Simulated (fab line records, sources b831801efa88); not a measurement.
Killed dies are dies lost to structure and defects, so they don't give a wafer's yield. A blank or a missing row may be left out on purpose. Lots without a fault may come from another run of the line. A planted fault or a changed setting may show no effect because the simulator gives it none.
A struck lot beside a sound one | flow sky130 | 23 steps out of a route of 708
Sound: wafers L534.2, L534.3, L534.5. Struck: wafers L545.3, L545.4, L545.5. The cause comes at the end.
At each step with rows: each side's tool, then ch and its chambers, then its first start. Under that, the readings that differ: sound wafers | struck wafers | difference of the means | sigmas: that difference in standard deviations of wafers without a fault.
alike: readings whose means differ by less than 2 such deviations, and words and numbers that are the same on both sides. not compared: withheld readings, readings that some wafer has no value for, bounds like >300 that may hide the same value, and numbers for which the record gives no deviation and whose values overlap.
The two part at a step that has a row with sigmas, a row that says differs or no value, or rows on one side only. Numbers that don't overlap but have no deviation are shown without sigmas and don't part them. A reading that every wafer of one side lacks parts them only if that side has two wafers or more.

first, 1 step without rows for these wafers: SKY_SONOS_ONO_DEVELOP_12 (develop time 60 s).
SKY_SONOS_ONO_CD_MEAS_13: target cd 410 nm.
  sound on cd_sem-01, day 12 22:35; struck on cd_sem-02, day 16 08:07
  alike: cd_nm
SKY_SONOS_ONO_OVL_MEAS_14:
  sound on overlay-02, day 12 22:41; struck on overlay-01, day 16 08:12
  alike: SONOS_ONO_OVL
SKY_SONOS_ONO_ETCH_15: etches the open film in CHF3/O2, target depth 19.52 nm, time 7.8 s.
  sound on rie_diel-03 ch 1,3, day 12 22:43; struck on rie_diel-04 ch 1,2,3, day 16 08:14
  alike: drypump_motor_current_A, oes_product_au, throttle_valve_pct
  not compared: rf_hours_counter_h
then, 1 step without rows for these wafers: SKY_SONOS_ONO_WET_ETCH_16 (etches SiO2 in dHF, target depth 14 nm, time 280 s).
SKY_SONOS_ONO_STRIP_17: strips in O2/N2.
  sound on plasma_asher-02 ch 0,1, day 12 22:49; struck on plasma_asher-03 ch 0,1, day 16 08:22
  alike: drypump_motor_current_A, oes_product_au, strip_time_to_endpoint_s
  not compared: rf_hours_counter_h
then, 3 steps without rows for these wafers: SKY_SONOS_ONO_WET_ETCH_18 (etches Si3N4 in H3PO4, target depth 15 nm, time 172 s); SKY_GATE_OXIDE_CLEAN_00 (cleans in SC1/SC2, time 150 s); SKY_GATE_OXIDE_OXIDATION_01 (stabilise 600 s, purge 300 s, target thk 10.268 nm).
SKY_GATE_OXIDE_THK_MEAS_02:
  sound on film_metro-03, day 13 02:44; struck on film_metro-03, day 16 09:59
  alike: GATE_OXIDE_OXIDATION_00_THK
then, 2 steps without rows for these wafers: SKY_GATE_OXIDE_DEHYDRATE_03 (time 60 s); SKY_GATE_OXIDE_HMDS_04 (prime time 60 s).
SKY_GATE_OXIDE_COAT_05: resist thk 1140 nm.
  sound on litho_track-03 ch 0, day 13 14:39; struck on litho_track-03 ch 0, day 17 00:25
  reading                                         | sound          | struck         | difference | sigmas
  model.NOVOLAK_of_GATE_OXIDE_COAT_05.thk_nm (nm) | 1138 1143 1137 | 1065 1069 1066 | -73        |
  alike: exhaust_pa
then, 3 steps without rows for these wafers: SKY_GATE_OXIDE_SOFTBAKE_06 (time 60 s); SKY_GATE_OXIDE_EXPOSE_07 (exposes mask LVOM, target cd 600 nm); SKY_GATE_OXIDE_PEB_08.
SKY_GATE_OXIDE_DEVELOP_09: develop time 60 s.
  sound on litho_track-04 ch 0, day 14 04:13; struck on litho_track-01 ch 0, day 17 14:50
  reading                                         | sound          | struck         | difference | sigmas
  model.NOVOLAK_of_GATE_OXIDE_COAT_05.thk_nm (nm) | 1138 1143 1137 | 1065 1068 1066 | -73        |
  alike: exhaust_pa
SKY_GATE_OXIDE_OVL_MEAS_10:
  sound on overlay-02, day 14 04:21; struck on overlay-01, day 17 14:57
  alike: GATE_OXIDE_OVL
then, 2 steps without rows for these wafers: SKY_GATE_OXIDE_IMPLANT_11; SKY_GATE_OXIDE_WET_ETCH_12 (etches SiO2 in dHF, target depth 16.8 nm, time 336 s).
SKY_GATE_OXIDE_STRIP_13: strips in O2/N2.
  sound on plasma_asher-04 ch 0,1, day 14 04:38; struck on plasma_asher-01 ch 0,1, day 17 15:34
  reading                      | sound             | struck            | difference | sigmas
  strip_time_to_endpoint_s (s) | 14.17 14.20 14.13 | 13.29 13.34 13.30 | -0.86      | -24
  alike: drypump_motor_current_A, oes_product_au
  not compared: rf_hours_counter_h
SKY_GATE_OXIDE_TW_MEAS_14:
  sound on film_metro-04, day 14 04:45; struck on film_metro-04, day 17 15:39
  alike: GATE_OXIDE_TW
-- the record jumps here: 31 days lie between the struck wafers' starts before and after (it left off in module GATE_OXIDE and takes up again in module PAD_OPEN, whose first step shown is number 708 of the route) --
SKY_PAD_OPEN_PROBE_99:
  sound on prober-02, day 46 00:33; struck on prober-01, day 48 10:21
  alike: killed_at_M0_to_M3, killed_at_M4_up, killed_at_contacts, killed_at_front_end, killed_at_other, killed_dies, killed_open, killed_short

WHERE THEY PART
Only at SKY_GATE_OXIDE_STRIP_13, within this record. Later steps at which nothing parts them and some readings are alike: SKY_GATE_OXIDE_TW_MEAS_14, SKY_PAD_OPEN_PROBE_99.

WHY: what the simulator had put in
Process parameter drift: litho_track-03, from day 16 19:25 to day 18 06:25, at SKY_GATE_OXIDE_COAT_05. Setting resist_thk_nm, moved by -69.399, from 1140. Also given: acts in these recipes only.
